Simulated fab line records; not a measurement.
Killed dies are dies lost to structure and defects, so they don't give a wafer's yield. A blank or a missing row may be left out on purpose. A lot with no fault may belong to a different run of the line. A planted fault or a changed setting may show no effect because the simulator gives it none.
The tool behind it: which one? || flow sky130 || 15 lots with 45 wafers sampled at 4 steps, on a route of 708 steps

## WHAT THE GAUGES SHOWED, per wafer
SKY_FIELD_ISO_THK_MEAS_04. Usual: FIELD_ISO_CVD_03_THK 165.6 nm, standard deviation 1.4.
{"lot": "L127", "measured": "day 1 18:30", "on": "filmMetro-04", "FIELD_ISO_CVD_03_THK (nm)": "162.2 163.1 162.2", "flag": ""}
{"lot": "L128", "measured": "day 2 00:48", "on": "filmMetro-01", "FIELD_ISO_CVD_03_THK (nm)": "167.1 167.2 166.0", "flag": ""}
{"lot": "L129", "measured": "day 2 04:47", "on": "filmMetro-02", "FIELD_ISO_CVD_03_THK (nm)": "164.4 165.0 164.2", "flag": ""}
{"lot": "L130", "measured": "day 2 09:29", "on": "filmMetro-02", "FIELD_ISO_CVD_03_THK (nm)": "163.2 163.4 165.6", "flag": ""}
{"lot": "L132", "measured": "day 2 19:59", "on": "filmMetro-02", "FIELD_ISO_CVD_03_THK (nm)": "163.6 163.8 163.6", "flag": ""}
{"lot": "L135", "measured": "day 3 10:29", "on": "filmMetro-01", "FIELD_ISO_CVD_03_THK (nm)": "163.3 164.4 164.8", "flag": ""}
{"lot": "L136", "measured": "day 3 15:29", "on": "filmMetro-01", "FIELD_ISO_CVD_03_THK (nm)": "165.3 163.5 165.5", "flag": ""}
{"lot": "L137", "measured": "day 3 20:43", "on": "filmMetro-02", "FIELD_ISO_CVD_03_THK (nm)": "163.6 164.4 164.0", "flag": ""}
{"lot": "L138", "measured": "day 4 01:49", "on": "filmMetro-02", "FIELD_ISO_CVD_03_THK (nm)": "164.2 164.7 165.6", "flag": ""}
{"lot": "L143", "measured": "day 5 02:43", "on": "filmMetro-01", "FIELD_ISO_CVD_03_THK (nm)": "164.2 165.1 165.0", "flag": ""}
{"lot": "L144", "measured": "day 5 08:05", "on": "filmMetro-01", "FIELD_ISO_CVD_03_THK (nm)": "167.7 168.3 165.8", "flag": ""}
{"lot": "L145", "measured": "day 5 13:41", "on": "filmMetro-01", "FIELD_ISO_CVD_03_THK (nm)": "166.3 167.1 165.4", "flag": ""}
{"lot": "L146", "measured": "day 5 18:36", "on": "filmMetro-04", "FIELD_ISO_CVD_03_THK (nm)": "163.7 164.9 166.2", "flag": ""}
{"lot": "L148", "measured": "day 6 04:00", "on": "filmMetro-01", "FIELD_ISO_CVD_03_THK (nm)": "166.6 166.4 166.8", "flag": ""}
{"lot": "L149", "measured": "day 6 11:57", "on": "filmMetro-04", "FIELD_ISO_CVD_03_THK (nm)": "165.4 166.2 164.6", "flag": ""}

SKY_SONOS_ONO_OVL_MEAS_14. Usual: SONOS_ONO_OVL -0.5 nm, standard deviation 1.3.
{"lot": "L127", "measured": "day 12 22:40", "on": "overlay-02", "SONOS_ONO_OVL (nm)": "-3.5 -2.0 -1.2", "flag": ""}
{"lot": "L128", "measured": "day 13 06:53", "on": "overlay-01", "SONOS_ONO_OVL (nm)": "-2.9 -3.6 -3.4", "flag": ""}
{"lot": "L129", "measured": "day 13 12:48", "on": "overlay-02", "SONOS_ONO_OVL (nm)": "-1.1 -0.2 -0.7", "flag": ""}
{"lot": "L130", "measured": "day 14 00:42", "on": "overlay-02", "SONOS_ONO_OVL (nm)": "0.5 0.1 1.9", "flag": ""}
{"lot": "L132", "measured": "day 14 14:56", "on": "overlay-01", "SONOS_ONO_OVL (nm)": "-2.1 -1.7 -3.0", "flag": ""}
{"lot": "L138", "measured": "day 16 15:03", "on": "overlay-02", "SONOS_ONO_OVL (nm)": "-2.1 0.6 -0.3", "flag": ""}
{"lot": "L143", "measured": "day 18 12:37", "on": "overlay-02", "SONOS_ONO_OVL (nm)": "-1.5 0.1 -0.3", "flag": ""}
{"lot": "L144", "measured": "day 18 21:05", "on": "overlay-01", "SONOS_ONO_OVL (nm)": "2.1 1.5 1.3", "flag": ""}
{"lot": "L145", "measured": "day 19 01:15", "on": "overlay-01", "SONOS_ONO_OVL (nm)": "-1.1 -1.1 -0.8", "flag": ""}
{"lot": "L146", "measured": "day 19 06:50", "on": "overlay-01", "SONOS_ONO_OVL (nm)": "0.5 1.5 0.2", "flag": ""}
{"lot": "L148", "measured": "day 20 03:51", "on": "overlay-02", "SONOS_ONO_OVL (nm)": "0.8 0.7 0.3", "flag": ""}
{"lot": "L149", "measured": "day 20 13:37", "on": "overlay-01", "SONOS_ONO_OVL (nm)": "-0.3 -1.6 0.4", "flag": ""}

## WHAT TOOL EACH LOT RAN ON (gives the tool, then ch and the chambers of the sampled wafers, and finally the start)
{"lot": "L127", "SKY_FIELD_ISO_PEB_11": "lithoTrack-01 ch 0, day 2 08:00", "SKY_NWELL_RTA_28": "rtpAnneal-02 ch 0, day 5 13:27"}
{"lot": "L128", "SKY_FIELD_ISO_PEB_11": "lithoTrack-02 ch 0, day 2 15:00", "SKY_NWELL_RTA_28": "rtpAnneal-01 ch 0, day 5 20:37"}
{"lot": "L129", "SKY_FIELD_ISO_PEB_11": "lithoTrack-01 ch 0, day 2 19:00", "SKY_NWELL_RTA_28": "rtpAnneal-01 ch 0, day 6 02:28"}
{"lot": "L130", "SKY_FIELD_ISO_PEB_11": "lithoTrack-02 ch 0, day 3 00:00", "SKY_NWELL_RTA_28": "rtpAnneal-01 ch 0, day 6 09:55"}
{"lot": "L132", "SKY_FIELD_ISO_PEB_11": "lithoTrack-01 ch 0, day 3 11:00", "SKY_NWELL_RTA_28": "rtpAnneal-01 ch 0, day 6 20:34"}
{"lot": "L135", "SKY_FIELD_ISO_PEB_11": "lithoTrack-01, day 4 02:00", "SKY_NWELL_RTA_28": "-"}
{"lot": "L136", "SKY_FIELD_ISO_PEB_11": "lithoTrack-01, day 4 06:00", "SKY_NWELL_RTA_28": "-"}
{"lot": "L137", "SKY_FIELD_ISO_PEB_11": "lithoTrack-03, day 4 12:00", "SKY_NWELL_RTA_28": "-"}
{"lot": "L138", "SKY_FIELD_ISO_PEB_11": "lithoTrack-03 ch 0, day 4 18:00", "SKY_NWELL_RTA_28": "rtpAnneal-01 ch 0, day 8 07:38"}
{"lot": "L143", "SKY_FIELD_ISO_PEB_11": "lithoTrack-01 ch 0, day 5 20:00", "SKY_NWELL_RTA_28": "rtpAnneal-02 ch 0, day 9 16:55"}
{"lot": "L144", "SKY_FIELD_ISO_PEB_11": "lithoTrack-03 ch 0, day 6 02:00", "SKY_NWELL_RTA_28": "rtpAnneal-01 ch 0, day 9 22:16"}
{"lot": "L145", "SKY_FIELD_ISO_PEB_11": "lithoTrack-03 ch 0, day 6 07:00", "SKY_NWELL_RTA_28": "rtpAnneal-02 ch 0, day 10 00:25"}
{"lot": "L146", "SKY_FIELD_ISO_PEB_11": "lithoTrack-01 ch 0, day 6 12:00", "SKY_NWELL_RTA_28": "rtpAnneal-01 ch 0, day 10 06:40"}
{"lot": "L148", "SKY_FIELD_ISO_PEB_11": "lithoTrack-01 ch 0, day 6 22:00", "SKY_NWELL_RTA_28": "rtpAnneal-01 ch 0, day 10 19:09"}
{"lot": "L149", "SKY_FIELD_ISO_PEB_11": "lithoTrack-03 ch 0, day 7 07:00", "SKY_NWELL_RTA_28": "rtpAnneal-02 ch 0, day 11 03:12"}
- SKY_FIELD_ISO_PEB_11
- SKY_NWELL_RTA_28: time 30 s.

## WHAT THE TOOLS THEMSELVES READ (means of the sampled wafers that have a number; where no wafer has one, the mark that the record gives instead)
SKY_FIELD_ISO_PEB_11. Usual: exhaustPa 45.1 Pa, standard deviation 0.84.
{"lot": "L127", "tool": "lithoTrack-01", "exhaustPa (Pa)": 44.5, "flag": ""}
{"lot": "L128", "tool": "lithoTrack-02", "exhaustPa (Pa)": 45.9, "flag": ""}
{"lot": "L129", "tool": "lithoTrack-01", "exhaustPa (Pa)": 45.2, "flag": ""}
{"lot": "L130", "tool": "lithoTrack-02", "exhaustPa (Pa)": 45.0, "flag": ""}
{"lot": "L132", "tool": "lithoTrack-01", "exhaustPa (Pa)": 45.0, "flag": ""}
{"lot": "L135", "tool": "lithoTrack-01", "exhaustPa (Pa)": "-", "flag": "OFF"}
{"lot": "L136", "tool": "lithoTrack-01", "exhaustPa (Pa)": "-", "flag": "OFF"}
{"lot": "L137", "tool": "lithoTrack-03", "exhaustPa (Pa)": "-", "flag": "OFF"}
{"lot": "L138", "tool": "lithoTrack-03", "exhaustPa (Pa)": 45.8, "flag": ""}
{"lot": "L143", "tool": "lithoTrack-01", "exhaustPa (Pa)": 45.1, "flag": ""}
{"lot": "L144", "tool": "lithoTrack-03", "exhaustPa (Pa)": 46.0, "flag": ""}
{"lot": "L145", "tool": "lithoTrack-03", "exhaustPa (Pa)": 44.0, "flag": ""}
{"lot": "L146", "tool": "lithoTrack-01", "exhaustPa (Pa)": 44.5, "flag": ""}
{"lot": "L148", "tool": "lithoTrack-01", "exhaustPa (Pa)": 44.4, "flag": ""}
{"lot": "L149", "tool": "lithoTrack-03", "exhaustPa (Pa)": 45.0, "flag": ""}

SKY_NWELL_RTA_28. Usual: lampPowerPct 25.31 %, standard deviation 0.055; wafer_temp_C_max 1054.8, standard deviation 1.
{"lot": "L127", "tool": "rtpAnneal-02", "lampPowerPct (%)": 25.30, "wafer_temp_C_max": 1054.9, "flag": ""}
{"lot": "L128", "tool": "rtpAnneal-01", "lampPowerPct (%)": 25.36, "wafer_temp_C_max": 1054.1, "flag": ""}
{"lot": "L129", "tool": "rtpAnneal-01", "lampPowerPct (%)": 25.31, "wafer_temp_C_max": 1054.9, "flag": ""}
{"lot": "L130", "tool": "rtpAnneal-01", "lampPowerPct (%)": 25.30, "wafer_temp_C_max": 1054.4, "flag": ""}
{"lot": "L132", "tool": "rtpAnneal-01", "lampPowerPct (%)": 25.30, "wafer_temp_C_max": 1055.0, "flag": ""}
{"lot": "L138", "tool": "rtpAnneal-01", "lampPowerPct (%)": 25.30, "wafer_temp_C_max": 1054.0, "flag": ""}
{"lot": "L143", "tool": "rtpAnneal-02", "lampPowerPct (%)": 25.31, "wafer_temp_C_max": 1055.4, "flag": ""}
{"lot": "L144", "tool": "rtpAnneal-01", "lampPowerPct (%)": 25.32, "wafer_temp_C_max": 1055.4, "flag": ""}
{"lot": "L145", "tool": "rtpAnneal-02", "lampPowerPct (%)": 25.35, "wafer_temp_C_max": 1054.9, "flag": ""}
{"lot": "L146", "tool": "rtpAnneal-01", "lampPowerPct (%)": 25.29, "wafer_temp_C_max": 1054.1, "flag": ""}
{"lot": "L148", "tool": "rtpAnneal-01", "lampPowerPct (%)": 25.31, "wafer_temp_C_max": 1054.2, "flag": ""}
{"lot": "L149", "tool": "rtpAnneal-02", "lampPowerPct (%)": 25.31, "wafer_temp_C_max": 1054.7, "flag": ""}

## THE ANSWER, worked out from the rows above alone
Rule: a lot counts as off when the mean over its wafers that have a number is more than 3 standard deviations away from the usual mean. A lot without any number at a reading at which 4 lots or more have one is off too. Any other lot the step has rows for is counted as sound. Order of review: gauges by route order, followed by the tools' own readings, for which a lot's mean as printed above is used. At the first step where some lot is off, the reading lying furthest off is the one used; lots without a number count as furthest.
Off: L135, L136, L137, at SKY_FIELD_ISO_PEB_11 (exhaustPa). Without a number there: L135, L136, L137.
A tool fits if, at that step or a process step before it, it ran every lot that is off, and no sound lot after the first of them. Of those tried, none fits.

## WHAT THE SIMULATOR HAD INSERTED
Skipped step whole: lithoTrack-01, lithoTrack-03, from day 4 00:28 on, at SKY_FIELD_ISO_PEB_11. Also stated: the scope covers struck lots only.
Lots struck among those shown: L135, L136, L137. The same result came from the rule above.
